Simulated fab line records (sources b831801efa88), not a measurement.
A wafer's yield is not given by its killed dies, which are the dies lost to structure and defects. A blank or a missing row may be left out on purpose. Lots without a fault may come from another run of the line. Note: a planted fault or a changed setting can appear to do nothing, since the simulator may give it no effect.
Problem report, 8D (eight disciplines) form, completed by code	flow sky130	the parts of the form that need people (team, actions taken, sign-off) are left out

1. WHAT IS WRONG
SKY_VIA1_CMP_24, overpolish-run-s: mean 0.042 s over 1 wafer from 1 lot; wafers with no fault: 15.001 s, standard deviation 0.0081. That is -99 or more standard deviations from the usual mean.
The step: polishes, stops on SiO2, t overpolish 15 s, target thk 0 nm.
First seen on wafer L596.4, day 38 07:10, on cmp-02. Wafers with a number at this step in the record: 36, from 12 lots. Rule for "out", or "out of limits": more than 4 standard deviations from the usual mean. Any other wafer with a number is counted as sound.

2. WHAT IT IS, WHAT IT ISN'T
question	is	is not
which readings at this step	overpolish-run-s, time-to-endpoint-s	motor-current-A
which lots	L596	L582, L583, L584, L585, L586, L587, L588, L589, L590, L592, L594
which wafers of those lots	L596.4	L596.2, L596.3
read on which tools	cmp-02	cmp-01
when	from day 38 07:10	up to then (35 sound wafers)

3. SUSPECTS, AND WHAT RULES EACH OUT
Counting: if a tool at a process step up to the reading ran every lot that is out, it stays a suspect. Sound lots after the first of them don't rule it out here, since some wafers of a struck lot are sound.
- pecvd-01 at SKY_CONTACT_CVD_00 (deposits Si3N4, target thk 75 nm): kept. The lot that is out, L596, ran on it at day 34 20:56; the last sound lot it ran before that was L592, at day 33 21:49.
- cmp-02 at SKY_VIA1_CMP_24 (polishes, stops on SiO2, t overpolish 15 s, target thk 0 nm): kept. The lot that is out, L596, ran on it at day 38 07:10; the last sound lot it ran before that was L594, at day 37 15:41. On those wafers its own readings are out: overpolish-run-s, time-to-endpoint-s.
- In cmp-02 at SKY_VIA1_CMP_24, the wafers that are out were processed in chamber 3 and their sound lot-mates in chambers 1, 2.
Left after counting: pecvd-01 at SKY_CONTACT_CVD_00, cmp-02 at SKY_VIA1_CMP_24.

4. THE CAUSE (what the simulator had put in)
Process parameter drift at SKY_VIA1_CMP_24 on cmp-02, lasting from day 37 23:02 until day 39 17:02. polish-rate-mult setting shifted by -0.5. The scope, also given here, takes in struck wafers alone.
Of the 2 suspects that counting leaves, this tool is one.

5. THE EFFECT CHAIN, in route order
Each row: a reading whose mean over the struck wafers that have a number lies more than 3 standard deviations from the usual. Readings are gone through only where the record gives a usual standard deviation; hours: the median, over the lots, of the time from a lot's start at the first step in this table giving one to that lot's start at this step; sigmas: the change measured in usual standard deviations.
hours	step	reading	usual	on struck wafers	change	sigmas
0	SKY_VIA1_CMP_24	overpolish-run-s	15.001 s	0.042	-14.959	-99 or more
0	SKY_VIA1_CMP_24	time-to-endpoint-s	63.7 s	103.4	+39.7	+15
259	SKY_PAD_OPEN_PROBE_99	defect-limited-yield	82.4 %	0.0	-82.4	-46
259	SKY_PAD_OPEN_PROBE_99	killed_at_M0_to_M3	45	459	+414	+61
259	SKY_PAD_OPEN_PROBE_99	killed-dies	87	492	+405	+46
259	SKY_PAD_OPEN_PROBE_99	killed-on-rim	17	96	+79	+22
259	SKY_PAD_OPEN_PROBE_99	sort_bin_3_pad_short	0.9 %	83.3	+82.4	+99 or more
259	SKY_PAD_OPEN_PROBE_99	sort-n-pass	405	0	-405	-46
259	SKY_PAD_OPEN_PROBE_99	sort-yield-pct	82.4 %	0.0	-82.4	-46
Process steps it contains:
- SKY_VIA1_CMP_24: polishes, stops on SiO2, t overpolish 15 s, target thk 0 nm.
- SKY_PAD_OPEN_PROBE_99

6. HOW IT WOULD HAVE BEEN CAUGHT EARLIER
In this record the first reading out of limits was taken at day 38 07:10, 8 hours after the fault began at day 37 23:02.
